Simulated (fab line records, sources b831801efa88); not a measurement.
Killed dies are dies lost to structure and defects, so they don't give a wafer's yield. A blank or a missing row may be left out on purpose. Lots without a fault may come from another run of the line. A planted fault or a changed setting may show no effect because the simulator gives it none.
fab line records | flow gf180mcu
record lots=13 wafers=39 last_day=34
route steps=602 shown PSD@252
lots that met no fault: from a run of the same line without faults
start_h: hours from the record's first day to the start of the lot's first wafer shown | wait_h: hours since the lot's step before | " the same as in the row above | L1.1+2: a row that stands for several wafers | - no value, or no start given | * or withheld: withheld | < > ~ a bound
route shown NAME@n: a module of which the file shows steps, and the number in the route of the first | usual: mean/standard deviation of fault-free wafers | same: alike in all rows | chamber/n: place in a boat | sites: the reading at each site | _std_site: their standard deviation | _edge_site: outer sites' mean less inner sites' | radius_mm: how far each site lies from the wafer's centre | mask NAME#n: copy n | behind: the tool/chamber that last shaped the wafer | hold: why the lot was held/for how many hours/how that ended | device: the transistor (n, p or np) that didn't switch | end of line: the same wafers' tests at the end of the route | a step without rows: its recipe alone | killed: dies lost to structure and defects at the first sort, not the wafer's yield | map: a wafer's dies, x killed, . not, _ none there
set.NAME: the setting as run; set.NAME@STEP: as run at that earlier step | model.NAME: the simulator's own value behind a step, which no gauge read
steps of the route over a sample of lots; a table a step, a row a wafer
services: from which hour (start_h, from the record's first day; less than 0 if before it) a tool's chamber was out of use, for how many hours, and why
## steps
# step GF_PSD_EXPOSE_04
# recipe mask_id=Pplus target_cd_nm=400 na=0.6 source_shape=conventional sigma_outer=0.6 dose_mj=140
# columns lot.wafer tool chamber start_h wait_h mask
L179.1+2+3 iline_stepper-01 0 323.62 - Pplus#0
L181.3+4+6 iline_stepper-02 0 333.44 - Pplus#0
L180.1+2+6 iline_stepper-01 0 336.03 - Pplus#0
L183.3+4+6 iline_stepper-02 0 355.77 - Pplus#0
L184.1+2+3 iline_stepper-02 0 359.78 - Pplus#0
L186.3+4+6 iline_stepper-01 0 374.22 - Pplus#0
L187.1+3+6 iline_stepper-02 0 380.64 - Pplus#0
L191.1+5+6 iline_stepper-02 0 409.26 - Nplus#0
L194.2+5+6 iline_stepper-01 0 439.30 - Pplus#0
L198.2+4+5 iline_stepper-01 0 471.75 - Pplus#0
L199.4+5+6 iline_stepper-02 0 476.20 - Pplus#0
L200.1+4+6 iline_stepper-01 0 486.78 - Pplus#0
L201.1+3+4 iline_stepper-02 0 496.68 - Pplus#0
# step GF_PSD_CD_MEAS_07
# recipe target_cd_nm=400
# usual cd_nm=401.0/1.9
# columns lot.wafer tool chamber start_h wait_h cd_nm
L179.1 cd_sem-01 - 334.03 0.1 401.0
L179.2 " - " " 399.1
L179.3 " - " " 402.2
L181.3 cd_sem-01 - 343.94 0.2 403.6
L181.4 " - " " 403.2
L181.6 " - " " 403.9
L180.1 cd_sem-01 - 346.61 0.1 400.9
L180.2 " - " " 400.4
L180.6 " - " " 398.9
L183.3 cd_sem-01 - 367.17 0.1 401.0
L183.4 " - " " 402.7
L183.6 " - " " 401.1
L184.1 cd_sem-02 - 370.46 0.1 405.2
L184.2 " - " " 404.5
L184.3 " - " " 404.5
L186.3 cd_sem-01 - 385.29 0.1 401.2
L186.4 " - " " 402.3
L186.6 " - " " 400.9
L187.1 cd_sem-01 - 392.30 0.1 401.1
L187.3 " - " " 398.9
L187.6 " - " " 402.3
L191.1 cd_sem-02 - 420.72 0.1 -
L191.5 " - " " -
L191.6 " - " " -
L194.2 cd_sem-01 - 450.97 0.1 401.0
L194.5 " - " " 399.8
L194.6 " - " " 400.7
L198.2 cd_sem-02 - 483.19 0.1 404.7
L198.4 " - " " 403.1
L198.5 " - " " 400.9
L199.4 cd_sem-02 - 488.06 0.1 399.0
L199.5 " - " " 398.3
L199.6 " - " " 397.6
L200.1 cd_sem-01 - 497.97 0.2 396.7
L200.4 " - " " 399.5
L200.6 " - " " 397.6
L201.1 cd_sem-01 - 508.37 0.1 401.6
L201.3 " - " " 399.5
L201.4 " - " " 401.3
# step GF_PSD_TW_MEAS_11
# usual PSD_TW=3186/37
# columns lot.wafer tool chamber start_h wait_h PSD_TW
L179.1 film_metro-02 - 334.44 0.1 3157
L179.2 " - " " 3158
L179.3 " - " " 3155
L181.3 film_metro-03 - 344.33 0.1 3207
L181.4 " - " " 3214
L181.6 " - " " 3218
L180.1 film_metro-02 - 347.01 0.1 3144
L180.2 " - " " 3145
L180.6 " - " " 3153
L183.3 film_metro-03 - 367.56 0.1 3204
L183.4 " - " " 3205
L183.6 " - " " 3206
L184.1 film_metro-02 - 371.01 0.1 3138
L184.2 " - " " 3135
L184.3 " - " " 3147
L186.3 film_metro-04 - 385.68 0.1 3224
L186.4 " - " " 3207
L186.6 " - " " 3217
L187.1 film_metro-02 - 392.71 0.1 3163
L187.3 " - " " 3181
L187.6 " - " " 3178
L191.1 film_metro-03 - 421.13 0.1 30
L191.5 " - " " 30
L191.6 " - " " 30
L194.2 film_metro-03 - 451.37 0.1 3228
L194.5 " - " " 3215
L194.6 " - " " 3212
L198.2 film_metro-02 - 483.61 0.1 3137
L198.4 " - " " 3144
L198.5 " - " " 3151
L199.4 film_metro-02 - 488.44 0.1 3149
L199.5 " - " " 3135
L199.6 " - " " 3156
L200.1 film_metro-04 - 498.38 0.1 3225
L200.4 " - " " 3253
L200.6 " - " " 3219
L201.1 film_metro-02 - 508.77 0.1 3135
L201.3 " - " " 3149
L201.4 " - " " 3127
## services
# columns tool chamber start_h hours kind
iline_stepper-02 - 343.63 4.8 repair
iline_stepper-01 - 351.48 4.7 repair
iline_stepper-01 - 358.76 7.0 repair
iline_stepper-02 0 399.45 - calibration
iline_stepper-02 - 450.93 1.7 pm
iline_stepper-01 0 466.62 - calibration
iline_stepper-01 - 484.73 1.7 pm
## key
first_sign step=GF_PSD_EXPOSE_04 reading=mask direction=changed
effect step=GF_PSD_CD_MEAS_07 reading=cd_nm direction=missing
effect step=GF_PSD_TW_MEAS_11 reading=PSD_TW direction=down sigmas=85 usual=3186 struck=30
met_at GF_PSD_EXPOSE_04
struck_lots L191
sort_left_out L191.1,L191.5,L191.6
tester_left_out L191
onset_between 380.64 409.26
fault kind=wrong_mask tool=any chamber=- onset_h=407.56 steps=GF_PSD_EXPOSE_04 aux_copy=Nplus#0 scope=struck_lots_only
# tester_left_out: of these lots the tester's yield and bins aren't shown, on N5 and GAA mostly nor the transistor test; their killed dies are dies lost to structure and defects alone, not to doping, threshold or leakage, so they don't give the yield
# sort_left_out: the simulated sort isn't trusted on such a fault, so these wafers' sort isn't shown, and their yield isn't known
